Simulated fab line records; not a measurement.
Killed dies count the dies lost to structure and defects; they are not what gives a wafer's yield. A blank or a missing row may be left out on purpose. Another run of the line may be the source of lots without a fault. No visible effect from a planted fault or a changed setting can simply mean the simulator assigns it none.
Matching of chambers / flow gf180mcu / rie_diel-04 running GF_V2_ETCH_16: 4 sister chambers
The step etches BARC in N2/H2. 8 wafers are shown with their chamber, then 8 later ones without.

== WAFERS WITH THEIR CHAMBER ==
wafer=L592.2; chamber=0; drypump_motor_current_A (A)=6.4; throttle_valve_pct (%)=13.230
wafer=L594.4; chamber=0; drypump_motor_current_A (A)=6.4; throttle_valve_pct (%)=13.238
wafer=L595.5; chamber=2; drypump_motor_current_A (A)=5.9; throttle_valve_pct (%)=13.230
wafer=L596.4; chamber=3; drypump_motor_current_A (A)=6.1; throttle_valve_pct (%)=13.223
wafer=L597.1; chamber=2; drypump_motor_current_A (A)=5.9; throttle_valve_pct (%)=13.235
wafer=L597.3; chamber=1; drypump_motor_current_A (A)=6.0; throttle_valve_pct (%)=13.225
wafer=L597.4; chamber=3; drypump_motor_current_A (A)=6.1; throttle_valve_pct (%)=13.223
wafer=L601.4; chamber=1; drypump_motor_current_A (A)=5.9; throttle_valve_pct (%)=13.210

== WAFERS WITHOUT THEIR CHAMBER ==
wafer=L601.5; drypump_motor_current_A (A)=6.4; throttle_valve_pct (%)=13.219
wafer=L601.6; drypump_motor_current_A (A)=5.9; throttle_valve_pct (%)=13.245
wafer=L603.2; drypump_motor_current_A (A)=6.1; throttle_valve_pct (%)=13.244
wafer=L603.5; drypump_motor_current_A (A)=5.9; throttle_valve_pct (%)=13.217
wafer=L603.6; drypump_motor_current_A (A)=5.9; throttle_valve_pct (%)=13.219
wafer=L605.2; drypump_motor_current_A (A)=6.4; throttle_valve_pct (%)=13.225
wafer=L605.3; drypump_motor_current_A (A)=6.0; throttle_valve_pct (%)=13.222
wafer=L605.4; drypump_motor_current_A (A)=5.9; throttle_valve_pct (%)=13.235

== WHICH CHAMBER EACH WENT THROUGH ==
wafer=L601.5; from the rows above=0; in truth=0
wafer=L601.6; from the rows above=2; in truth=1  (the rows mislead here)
wafer=L603.2; from the rows above=3; in truth=3
wafer=L603.5; from the rows above=can't be placed: 1 or 2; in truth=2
wafer=L603.6; from the rows above=can't be placed: 1 or 2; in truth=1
wafer=L605.2; from the rows above=0; in truth=0
wafer=L605.3; from the rows above=can't be placed: 1 or 3 or 2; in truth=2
wafer=L605.4; from the rows above=2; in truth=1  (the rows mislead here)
Correct placement for 3 of the 8. Cannot be placed on the basis of these rows: 3; the candidates contain the true chamber in 3. Placed wrongly: 2.
How it was worked out, from the rows above alone: a wafer's distance from a chamber is the root of the sum, over the readings, of the square of ((its reading less the chamber's mean) divided by the reading's scatter). If the next closest chamber is less than 2 further off than the closest, the wafer can't be placed; otherwise it belongs to the closest. For every chamber, the mean is computed from those of its wafers that are shown. How the scatter is found: for the shown wafers, subtract from each reading the mean of its chamber, square and add these, divide the total by (wafers less chambers), then take the root.
